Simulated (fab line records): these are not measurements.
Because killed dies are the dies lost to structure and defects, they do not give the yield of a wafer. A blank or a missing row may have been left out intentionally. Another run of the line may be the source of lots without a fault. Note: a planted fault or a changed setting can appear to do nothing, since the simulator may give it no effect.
A single fault, viewed from 2 desks / flow sfqLine / each desk has only its own numbers; what lay behind them comes last

THE METROLOGY DESK
What the gauges read for every lot (on any tool): the sampled wafers with a number, averaged. Marked OUT: a lot whose mean sits more than 4 standard deviations from the usual mean, which makes it out of limits; the brackets give that distance.
Columns: A = L0V_OVL at SFQ_L0V_OVL_MEAS_903, usual -1 nm
lot=L186; first seen here=day 5 08:49; A=-9
lot=L190; first seen here=day 5 19:43; A=6
lot=L192; first seen here=day 6 05:19; A=-1
lot=L196; first seen here=day 7 05:19; A=-4
lot=L199; first seen here=day 7 21:55; A=-8
lot=L203; first seen here=day 8 12:29; A=4
Finding of this desk: none of the 6 lots has anything out of limits.

AT THE TOOL OWNER'S DESK: lithoTrack-01
The tool's own readings at SFQ_TRILAYER_L0_VIA_LITHO_COAT_013 (resist thk 650 nm): means of the sampled wafers that have a number, for each lot that ran on this tool. Marked OUT: a lot whose mean sits more than 4 standard deviations from the usual mean, which makes it out of limits; the brackets give that distance.
Columns: A = chillPlateTempC at SFQ_TRILAYER_L0_VIA_LITHO_COAT_013, usual 23.00 C; B = resistLineTempC at SFQ_TRILAYER_L0_VIA_LITHO_COAT_013, usual 23.01 C
lot=L186; first seen here=day 3 22:53; A=23.00; B=22.90
lot=L190; first seen here=day 4 06:49; A=22.98; B=23.07
lot=L192; first seen here=day 4 16:56; A=23.04; B=23.21
lot=L196; first seen here=day 5 19:43; A=22.90; B=22.88
Finding of this desk: none of the 4 lots has anything out of limits.

PUT TOGETHER
Nothing out of limits was seen by the metrology desk.
The tool owner's desk saw nothing out of limits.

WHAT THE SIMULATOR HAD PUT IN
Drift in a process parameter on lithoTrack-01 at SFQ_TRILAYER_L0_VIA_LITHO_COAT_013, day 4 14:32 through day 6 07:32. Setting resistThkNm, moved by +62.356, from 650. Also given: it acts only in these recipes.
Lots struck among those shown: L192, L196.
